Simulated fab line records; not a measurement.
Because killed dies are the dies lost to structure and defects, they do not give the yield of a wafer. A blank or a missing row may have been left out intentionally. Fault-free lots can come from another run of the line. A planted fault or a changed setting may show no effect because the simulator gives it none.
8D (eight disciplines) problem report, filled in by code ; flow sky130 ; the parts of the form that need people (team, actions taken, sign-off) are left out

## 1. WHAT IS WRONG
On 3 wafers of 1 lot, oes-product-au at SKY_GATE_OXIDE_STRIP_13 has a mean of 0.931 a.u.; fault-free wafers read 0.715 a.u., standard deviation 0.0044. That puts it +49 standard deviations away from the usual mean.
The step: strips in O2/N2.
Seen first at day 14 21:08 on plasma-asher-01, wafer L315.2. Wafers with a number at this step in the record: 36, from 12 lots. By rule, "out" or "out of limits" means more than 4 standard deviations away from the usual mean. The other wafers with a number count as sound.

## 2. WHAT IT IS, WHAT IT ISN'T
question;is;is not
which readings at this step;oes-product-au;chamber-pressure-mTorr, drypump-motor-current-A
which lots;L315;L311, L313, L326, L327, L328, L329, L330, L331, L332, L333, L334
which wafers of those lots;all that have a number;-
read on which tools;plasma-asher-01;plasma-asher-03, plasma-asher-04
when;from day 14 21:08;"up to then (6 sound wafers); but 27 sound wafers of L326, L327, L328, L329, L330, L331, L332, L333, L334 came after"

## 3. SUSPECTS, AND WHAT RULES EACH OUT
Counting: a tool at any process step up to the reading remains a suspect when it ran all the lots that are out and ran no sound lot after the first of those.
- rie-diel-01 at SKY_SONOS_ONO_ETCH_15 (etches the open film in CHF3/O2, target depth 19.52 nm, time 7.8 s): ruled out as a lasting fault. After its first lot that is out, L315 (day 13 15:17), sound lots L328, L333 ran on it.
- plasma-asher-01 at SKY_GATE_OXIDE_STRIP_13 (strips in O2/N2): ruled out as a lasting fault. After its first lot that is out, L315 (day 14 21:08), sound lots L326 ran on it.
Left after counting: nothing in the record.

## 4. THE CAUSE (what the simulator had put in)
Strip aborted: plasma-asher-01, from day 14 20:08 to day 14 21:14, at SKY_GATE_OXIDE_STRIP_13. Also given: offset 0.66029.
Counting ruled it out, wrongly.

## 5. SEQUENCE OF EFFECTS, ordered by route
Each row: a reading whose mean over the struck wafers that have a number lies more than 3 standard deviations from the usual. Readings are gone through only where the record gives a usual standard deviation; hours: the median, over the lots, of the time from a lot's start at the first step in this table giving one to that lot's start at this step; sigmas: the change measured in usual standard deviations.
hours;step;reading;usual;on struck wafers;change;sigmas
0;SKY_GATE_OXIDE_STRIP_13;oes-product-au;0.715 a.u.;0.931;+0.216;+49
757;SKY_PAD_OPEN_PROBE_99;killed-at-front-end;14;428;+414;+90
757;SKY_PAD_OPEN_PROBE_99;killed-dies;86;492;+406;+42
757;SKY_PAD_OPEN_PROBE_99;killed-on-rim;17;96;+79;+19
The process steps in it:
- SKY_GATE_OXIDE_STRIP_13: strips in O2/N2.
- SKY_PAD_OPEN_PROBE_99
Readings that are blank on the struck wafers while sound wafers have them: strip-time-to-endpoint-s at SKY_GATE_OXIDE_STRIP_13.

## 6. HOW IT WOULD HAVE BEEN CAUGHT EARLIER
In this record the first reading out of limits was taken at day 14 21:08, 1 hour after the fault began at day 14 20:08.
